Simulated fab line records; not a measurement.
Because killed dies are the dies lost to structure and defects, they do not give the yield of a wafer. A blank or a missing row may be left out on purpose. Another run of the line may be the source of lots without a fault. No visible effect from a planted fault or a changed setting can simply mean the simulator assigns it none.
What tool caused it? / flow sky130 / 33 wafers from 11 lots sampled at 5 of the route's 708 steps

WHAT THE GAUGES SHOWED, per wafer
SKY_VIA3_RS_MEAS_22: the measuring method here is four-point-probe.
lot=L519; measured=day 40 02:34; on=film_metro-01; VIA3_W_RS (ohm/sq)=0.292 0.291 0.295
lot=L520; measured=day 40 16:46; on=film_metro-02; VIA3_W_RS (ohm/sq)=0.296 0.296 0.295
lot=L521; measured=day 40 20:41; on=film_metro-02; VIA3_W_RS (ohm/sq)=0.300 0.296 0.292
lot=L524; measured=day 41 16:17; on=film_metro-01; VIA3_W_RS (ohm/sq)=0.297 0.292 0.295
lot=L525; measured=day 42 11:01; on=film_metro-02; VIA3_W_RS (ohm/sq)=0.283 0.297 0.286
lot=L526; measured=day 42 11:30; on=film_metro-04; VIA3_W_RS (ohm/sq)=0.292 0.294 0.293
lot=L527; measured=day 42 19:45; on=film_metro-01; VIA3_W_RS (ohm/sq)=0.296 0.291 0.293
lot=L528; measured=day 42 23:20; on=film_metro-04; VIA3_W_RS (ohm/sq)=0.288 0.296 0.289
lot=L529; measured=day 43 14:29; on=film_metro-01; VIA3_W_RS (ohm/sq)=0.295 0.296 0.288
lot=L530; measured=day 43 18:00; on=film_metro-04; VIA3_W_RS (ohm/sq)=0.297 0.287 0.298
lot=L542; measured=day 46 08:04; on=film_metro-01; VIA3_W_RS (ohm/sq)=0.301 0.296 0.295

SKY_VIA4_THK_MEAS_01.
lot=L519; measured=day 42 05:10; on=film_metro-02; VIA4_HDPCVD_THK (nm)=1763 1743 1762
lot=L520; measured=day 42 19:34; on=film_metro-02; VIA4_HDPCVD_THK (nm)=1777 1751 1772
lot=L521; measured=day 42 23:02; on=film_metro-02; VIA4_HDPCVD_THK (nm)=1742 1767 1740
lot=L524; measured=day 43 17:19; on=film_metro-03; VIA4_HDPCVD_THK (nm)=1742 1756 1756
lot=L525; measured=day 44 10:17; on=film_metro-04; VIA4_HDPCVD_THK (nm)=1737 1765 1745
lot=L526; measured=day 44 11:10; on=film_metro-04; VIA4_HDPCVD_THK (nm)=1747 1730 1748
lot=L527; measured=day 44 19:17; on=film_metro-03; VIA4_HDPCVD_THK (nm)=1742 2360 1736 1744 2360 1739
lot=L528; measured=day 44 21:34; on=film_metro-03; VIA4_HDPCVD_THK (nm)=1741 1740 1748
lot=L529; measured=day 45 12:47; on=film_metro-02; VIA4_HDPCVD_THK (nm)=1730 1758 1744
lot=L530; measured=day 45 15:45; on=film_metro-03; VIA4_HDPCVD_THK (nm)=1757 2374 1753 1761 2374 1754
lot=L542; measured=day 48 02:59; on=film_metro-02; VIA4_HDPCVD_THK (nm)=1760 1773 1739

WHICH TOOL RAN EACH LOT (tool, then ch and the chambers of the sampled wafers, then the start)
lot=L519; SKY_VIA3_CVD_21=cvd_w-02 ch 0,1, day 40 02:27; SKY_METAL4_ETCH_17=rie_diel-03 ch 1,2,3, day 42 04:12; SKY_VIA4_HDPCVD_00=hdpcvd-02 ch 0,1,2, day 42 04:59
lot=L520; SKY_VIA3_CVD_21=cvd_w-02 ch 0,1, day 40 16:38; SKY_METAL4_ETCH_17=rie_diel-02 ch 0,1,2, day 42 18:33; SKY_VIA4_HDPCVD_00=hdpcvd-02 ch 0,1,2, day 42 19:23
lot=L521; SKY_VIA3_CVD_21=cvd_w-02 ch 1, day 40 20:34; SKY_METAL4_ETCH_17=rie_diel-02 ch 0,1, day 42 22:04; SKY_VIA4_HDPCVD_00=hdpcvd-02 ch 0,1, day 42 22:52
lot=L524; SKY_VIA3_CVD_21=cvd_w-02 ch 0, day 41 16:03; SKY_METAL4_ETCH_17=rie_diel-03 ch 1,3, day 43 16:21; SKY_VIA4_HDPCVD_00=hdpcvd-01 ch 1,2, day 43 17:08
lot=L525; SKY_VIA3_CVD_21=cvd_w-01 ch 0,1, day 42 10:53; SKY_METAL4_ETCH_17=rie_diel-04 ch 0,1, day 44 09:18; SKY_VIA4_HDPCVD_00=hdpcvd-01 ch 0,1,2, day 44 10:05
lot=L526; SKY_VIA3_CVD_21=cvd_w-02 ch 0,1, day 42 11:21; SKY_METAL4_ETCH_17=rie_diel-03 ch 0,1,2, day 44 10:10; SKY_VIA4_HDPCVD_00=hdpcvd-01 ch 0,2, day 44 10:58
lot=L527; SKY_VIA3_CVD_21=cvd_w-02 ch 0,1, day 42 19:37; SKY_METAL4_ETCH_17=rie_diel-04 ch 0,2,3, day 44 18:18; SKY_VIA4_HDPCVD_00=hdpcvd-01 ch 0,1,2, day 44 19:11
lot=L528; SKY_VIA3_CVD_21=cvd_w-01 ch 0,1, day 42 23:13; SKY_METAL4_ETCH_17=rie_diel-03 ch 2,3, day 44 20:34; SKY_VIA4_HDPCVD_00=hdpcvd-02 ch 1,2, day 44 21:22
lot=L529; SKY_VIA3_CVD_21=cvd_w-01 ch 0,1, day 43 14:20; SKY_METAL4_ETCH_17=rie_diel-04 ch 0,2,3, day 45 11:48; SKY_VIA4_HDPCVD_00=hdpcvd-02 ch 1,2, day 45 12:36
lot=L530; SKY_VIA3_CVD_21=cvd_w-01 ch 0,1, day 43 17:53; SKY_METAL4_ETCH_17=rie_diel-02 ch 0,1,3, day 45 14:43; SKY_VIA4_HDPCVD_00=hdpcvd-01 ch 0,1, day 45 15:33
lot=L542; SKY_VIA3_CVD_21=cvd_w-02 ch 0,1, day 46 07:57; SKY_METAL4_ETCH_17=rie_diel-03 ch 0,2, day 48 01:58; SKY_VIA4_HDPCVD_00=hdpcvd-02 ch 0,2, day 48 02:49
- SKY_VIA3_CVD_21: deposits W, target thk 390 nm, time 117.31 s.
- SKY_METAL4_ETCH_17: etches SiO2 in C4F8/O2/Ar, stops on TiN, time 3.9 s, target depth 15 nm.
- SKY_VIA4_HDPCVD_00: deposits SiO2, target thk 1750 nm, time 291.7 s.

WHAT THE TOOLS THEMSELVES READ (means of the sampled wafers that have a number; where no wafer has one, the mark that the record gives instead)
SKY_VIA3_CVD_21.
lot=L519; tool=cvd_w-02; heater_power_w (W)=767
lot=L520; tool=cvd_w-02; heater_power_w (W)=779
lot=L521; tool=cvd_w-02; heater_power_w (W)=757
lot=L524; tool=cvd_w-02; heater_power_w (W)=806
lot=L525; tool=cvd_w-01; heater_power_w (W)=827
lot=L526; tool=cvd_w-02; heater_power_w (W)=789
lot=L527; tool=cvd_w-02; heater_power_w (W)=775
lot=L528; tool=cvd_w-01; heater_power_w (W)=830
lot=L529; tool=cvd_w-01; heater_power_w (W)=821
lot=L530; tool=cvd_w-01; heater_power_w (W)=808
lot=L542; tool=cvd_w-02; heater_power_w (W)=799

SKY_METAL4_ETCH_17.
lot=L519; tool=rie_diel-03; oes_product_au (a.u.)=0.751
lot=L520; tool=rie_diel-02; oes_product_au (a.u.)=0.747
lot=L521; tool=rie_diel-02; oes_product_au (a.u.)=0.746
lot=L524; tool=rie_diel-03; oes_product_au (a.u.)=0.756
lot=L525; tool=rie_diel-04; oes_product_au (a.u.)=0.751
lot=L526; tool=rie_diel-03; oes_product_au (a.u.)=0.752
lot=L527; tool=rie_diel-04; oes_product_au (a.u.)=0.759
lot=L528; tool=rie_diel-03; oes_product_au (a.u.)=0.751
lot=L529; tool=rie_diel-04; oes_product_au (a.u.)=0.750
lot=L530; tool=rie_diel-02; oes_product_au (a.u.)=0.754
lot=L542; tool=rie_diel-03; oes_product_au (a.u.)=0.748

SKY_VIA4_HDPCVD_00.
lot=L519; tool=hdpcvd-02; pressure_mtorr (mTorr)=6.001; run_length_s (s)=319.3
lot=L520; tool=hdpcvd-02; pressure_mtorr (mTorr)=6.006; run_length_s (s)=319.5
lot=L521; tool=hdpcvd-02; pressure_mtorr (mTorr)=6.006; run_length_s (s)=319.4
lot=L524; tool=hdpcvd-01; pressure_mtorr (mTorr)=6.001; run_length_s (s)=319.1
lot=L525; tool=hdpcvd-01; pressure_mtorr (mTorr)=5.995; run_length_s (s)=319.6
lot=L526; tool=hdpcvd-01; pressure_mtorr (mTorr)=6.015; run_length_s (s)=320.0
lot=L527; tool=hdpcvd-01; pressure_mtorr (mTorr)=6.002; run_length_s (s)=354.7
lot=L528; tool=hdpcvd-02; pressure_mtorr (mTorr)=6.003; run_length_s (s)=319.0
lot=L529; tool=hdpcvd-02; pressure_mtorr (mTorr)=6.001; run_length_s (s)=319.1
lot=L530; tool=hdpcvd-01; pressure_mtorr (mTorr)=5.999; run_length_s (s)=354.4
lot=L542; tool=hdpcvd-02; pressure_mtorr (mTorr)=6.004; run_length_s (s)=319.6

THE ANSWER, worked out from the rows above alone
Rule: what is usual is taken from the lots themselves. Put in order of their means at a reading, lots are off if they are a third of the lots or fewer, leave a main group of 4 or more, and stand apart from it by a gap of 3 or more times the standard deviation of the main group's means; of several such gaps the widest counts. A main group is skipped when, at the precision printed for the reading in the tables above, its means are all equal. Also off: a lot with no number at a reading for which 4 or more lots have one. The other lots that the step has rows for count as sound. The gauges are gone through in route order, then the tools' own readings, and for those a lot's mean is taken as printed above. At the first step where some lot is off, the reading lying furthest off is the one used; lots without a number count as furthest.
Off: L527, L530, seen at SKY_VIA4_THK_MEAS_01 (VIA4_HDPCVD_THK). The main group has a mean of 1751 nm with a standard deviation of 7.6.
A tool fits if, at a process step before that reading, it ran every lot that is off, and no sound lot after the first of them. The gauges at SKY_VIA4_THK_MEAS_01 aren't tried: what is off there is off at SKY_VIA4_HDPCVD_00 too, on other tools, and a gauge's error can't cause that. One fits: hdpcvd-01 at SKY_VIA4_HDPCVD_00. A fault onset in the window from L526 (day 44 10:58, its last sound lot) to L527 (day 44 19:11, its first lot off) fits.
On the lots that are off, the tool's own readings at SKY_VIA4_HDPCVD_00 differ by more than 5 times the standard deviation of the sound lots' means, which bears it out; run_length_s reads 354.5 s there versus 319.4 s on the sound lots.

WHAT WAS PUT IN BY THE SIMULATOR
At SKY_VIA4_HDPCVD_00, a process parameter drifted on hdpcvd-01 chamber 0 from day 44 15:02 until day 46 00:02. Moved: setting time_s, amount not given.
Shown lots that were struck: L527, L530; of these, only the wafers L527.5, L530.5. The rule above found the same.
